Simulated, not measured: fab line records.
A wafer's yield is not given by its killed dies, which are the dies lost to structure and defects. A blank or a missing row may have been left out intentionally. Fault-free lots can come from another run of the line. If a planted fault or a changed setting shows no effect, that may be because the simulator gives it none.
The tool behind it: which one? ; flow gf180mcu ; Sampling: 12 lots, 36 wafers, 4 of 602 route steps

WHAT THE GAUGES SHOWED, per wafer
GF_M1_CD_MEAS_14: the cd target is 230 nm.
lot;measured;on;cd nm (nm)
L159;day 16 17:40;cd sem-01;229.7 229.2 228.8
L160;day 16 22:11;cd sem-02;229.8 230.6 230.5
L162;day 17 23:23;cd sem-02;228.9 230.2 228.4
L163;day 18 02:15;cd sem-02;229.7 230.4 231.2
L165;day 19 02:05;cd sem-01;231.1 230.8 229.0
L166;day 19 09:38;cd sem-01;230.8 229.3 229.8
L167;day 20 03:16;cd sem-02;231.3 230.4 232.2
L168;day 20 19:35;cd sem-01;231.1 229.6 229.8
L169;day 20 23:31;cd sem-01;230.4 229.2 229.5
L170;day 21 19:37;cd sem-02;230.5 228.7 229.8
L175;day 23 07:07;cd sem-01;230.8 229.0 230.7
L180;day 25 00:25;cd sem-01;232.6 232.6 232.7

GF_V1_CD_MEAS_14: the cd target is 260 nm.
lot;measured;on;cd nm (nm)
L159;day 17 17:31;cd sem-01;261.2 260.2 262.1
L160;day 17 22:26;cd sem-01;260.5 260.3 260.8
L162;day 19 00:20;cd sem-01;261.2 262.2 261.6
L163;day 19 03:45;cd sem-01;258.7 257.9 258.2
L165;day 20 03:59;cd sem-01;259.8 260.5 258.9
L166;day 20 10:44;cd sem-01;259.0 258.1 259.4
L167;day 21 04:46;cd sem-01;259.8 259.1 259.0
L168;day 21 20:28;cd sem-02;259.6 258.6 258.6
L169;day 22 00:24;cd sem-02;258.3 258.9 259.0
L170;day 22 19:40;cd sem-02;260.7 260.2 259.7
L175;day 24 07:13;cd sem-02;264.0 276.2 275.4
L180;day 25 23:28;cd sem-01;259.0 258.7 260.0

WHAT TOOL EACH LOT RAN ON (gives the tool, then ch and the chambers of the sampled wafers, and finally the start)
lot;GF_M1_SPUTTER_03;GF_V1_EXPOSE_11
L159;pvd sputter-03, day 15 20:36;krf scanner-01 ch 0, day 17 06:10
L160;pvd sputter-01, day 15 23:55;krf scanner-02 ch 0, day 17 10:52
L162;pvd sputter-03, day 17 00:17;krf scanner-02 ch 0, day 18 12:26
L163;pvd sputter-04, day 17 02:28;krf scanner-02 ch 0, day 18 15:33
L165;pvd sputter-01, day 18 02:05;krf scanner-01 ch 0, day 19 15:44
L166;pvd sputter-03, day 18 09:29;krf scanner-02 ch 0, day 19 23:10
L167;pvd sputter-01, day 19 02:52;krf scanner-01 ch 0, day 20 16:32
L168;pvd sputter-04, day 19 19:24;krf scanner-01 ch 0, day 21 09:02
L169;pvd sputter-03, day 20 00:22;krf scanner-01 ch 0, day 21 13:12
L170;pvd sputter-04, day 20 19:50;krf scanner-01 ch 0, day 22 08:34
L175;pvd sputter-03, day 22 07:52;krf scanner-01 ch 0, day 23 20:02
L180;pvd sputter-01, day 24 02:50;krf scanner-02 ch 0, day 25 12:47
- GF_M1_SPUTTER_03: material Ti, target thk 10 nm, time 6.7 s.
- GF_V1_EXPOSE_11: exposes mask Via1, target cd 260 nm.

WHAT THE TOOLS THEMSELVES READ (means of the sampled wafers that have a number; where no wafer has one, the mark that the record gives instead)
GF_M1_SPUTTER_03.
lot;tool;throttle valve pct (%)
L159;pvd sputter-03;30.1
L160;pvd sputter-01;31.6
L162;pvd sputter-03;28.9
L163;pvd sputter-04;29.3
L165;pvd sputter-01;30.4
L166;pvd sputter-03;28.8
L167;pvd sputter-01;29.5
L168;pvd sputter-04;29.5
L169;pvd sputter-03;28.9
L170;pvd sputter-04;29.1
L175;pvd sputter-03;29.5
L180;pvd sputter-01;30.2

GF_V1_EXPOSE_11.
lot;tool;exposure dose mJ cm2
L159;krf scanner-01;38.02
L160;krf scanner-02;37.96
L162;krf scanner-02;38.01
L163;krf scanner-02;37.96
L165;krf scanner-01;38.04
L166;krf scanner-02;38.04
L167;krf scanner-01;37.99
L168;krf scanner-01;38.01
L169;krf scanner-01;38.02
L170;krf scanner-01;38.02
L175;krf scanner-01;37.48
L180;krf scanner-02;38.04

THE ANSWER, worked out from the rows above alone
Rule: usual is defined by the lots themselves. The widest of any qualifying gaps counts: lots, ordered by their means at a reading, are off when they make up no more than a third of the lots, leave a main group of 4 or more, and stand apart from it by 3 or more times the standard deviation of that group's means. If all means in a main group match to the digits the tables above print for the reading, that group is not used. Also off: a lot with no number at a reading for which 4 or more lots have one. Any other lot the step has rows for is counted as sound. First the gauges in route order, then the tools' own readings, where a lot's mean is used as printed above. At the first step where some lot is off, the reading lying furthest off is the one used; lots without a number count as furthest.
Off: L175 (GF_V1_CD_MEAS_14, cd nm). The main group has a mean of 259.7 nm with a standard deviation of 1.
If a tool, at a process step before that reading, ran all the lots that are off and no sound lot after the first of them, it fits. The gauges at GF_V1_CD_MEAS_14 aren't tried: what is off there is off at GF_V1_EXPOSE_11 too, on other tools, and a gauge's error can't cause that. 2 tools fit, pvd sputter-03 at GF_M1_SPUTTER_03 and krf scanner-01 at GF_V1_EXPOSE_11, so this cannot tell which one it is.

WHAT THE SIMULATOR PUT IN
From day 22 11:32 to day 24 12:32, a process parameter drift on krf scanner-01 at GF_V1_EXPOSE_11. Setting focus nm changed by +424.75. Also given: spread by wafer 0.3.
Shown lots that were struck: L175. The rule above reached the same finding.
